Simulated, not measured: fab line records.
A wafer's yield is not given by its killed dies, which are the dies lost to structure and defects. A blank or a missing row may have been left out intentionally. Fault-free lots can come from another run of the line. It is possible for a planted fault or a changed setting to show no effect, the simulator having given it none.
A lot that was struck, set against a sound lot | flow sky130 | 15 out of 708 route steps
Sound: wafers L568.1, L568.4, L568.6. Struck: wafers L572.2, L572.6 (left out: L572.5, a lot-mate that was not struck); the cause follows at the end.
For every step that has rows: the tool of each side, followed by ch and its chambers, followed by its first start. Under that, the readings that differ: sound wafers | struck wafers | difference of the means | sigmas: that difference in standard deviations of wafers without a fault.
alike: same words and numbers on both sides, and readings whose means sit less than 2 such deviations apart. not compared: any withheld reading, any reading some wafer has no value for, any bound like >300 that may hide the same value, and any number with overlapping values for which the record gives no deviation.
A row with sigmas, a row that says differs or no value, or rows on one side alone: a step with any of these is where the two part. Numbers that have no deviation but don't overlap get no sigmas and don't part them. A reading that every wafer of one side lacks parts them only if that side has two wafers or more.

SKY_PWDE_TW_MEAS_10:
  sound: film-metro-01 at day 4 20:26; struck: film-metro-01 at day 5 14:58
  alike: PWDE_TW
then, 7 steps without rows for these wafers: SKY_NWELL_DEHYDRATE_03 (time 60 s); SKY_NWELL_HMDS_04 (prime time 60 s); SKY_NWELL_COAT_05 (resist thk 3000 nm); SKY_NWELL_SOFTBAKE_06; SKY_NWELL_EXPOSE_07 (exposes mask NWM, target cd 840 nm); SKY_NWELL_PEB_08; SKY_NWELL_DEVELOP_09 (develop time 60 s).
SKY_NWELL_OVL_MEAS_10:
  sound: overlay-02 at day 5 13:12; struck: overlay-02 at day 6 09:48
  alike: NWELL_00_OVL
then, 3 steps without rows for these wafers: SKY_NWELL_IMPLANT_11; SKY_NWELL_IMPLANT_12; SKY_NWELL_IMPLANT_13.
SKY_NWELL_STRIP_14: strips in O2/N2.
  sound on plasma-asher-04 ch 0,1, day 5 13:41; struck on plasma-asher-04 ch 1, day 6 10:17
  reading                        | sound                | struck        | difference | sigmas
  chamber-pressure-mTorr (mTorr) | 1498.8 1501.3 1500.4 | 1800.1 1801.8 | +300.8     | +99 or more
  oes-product-au (a.u.)          | 0.718 0.718 0.723    | 0.733 0.745   | +0.019     | +4
  strip-time-to-endpoint-s (s)   | 36.68 36.69 36.67    | 35.70 35.59   | -1.03      | -10
  alike: drypump-motor-current-A, n2-flow-sccm
  not compared: rf-hours-counter-h
SKY_NWELL_TW_MEAS_15:
  sound: film-metro-01 at day 5 13:47; struck: film-metro-01 at day 6 10:23
  alike: NWELL_TW
SKY_PAD_OPEN_PROBE_99:
  the record holds rows for the sound wafers here (prober-01, day 46 23:26) but none for the struck ones

## WHERE THEY PART
Earliest at SKY_NWELL_STRIP_14; latest, in this record, at SKY_PAD_OPEN_PROBE_99.

WHY: what the simulator had put in
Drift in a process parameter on plasma-asher-04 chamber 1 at SKY_NWELL_STRIP_14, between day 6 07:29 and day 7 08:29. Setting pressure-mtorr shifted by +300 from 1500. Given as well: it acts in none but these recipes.
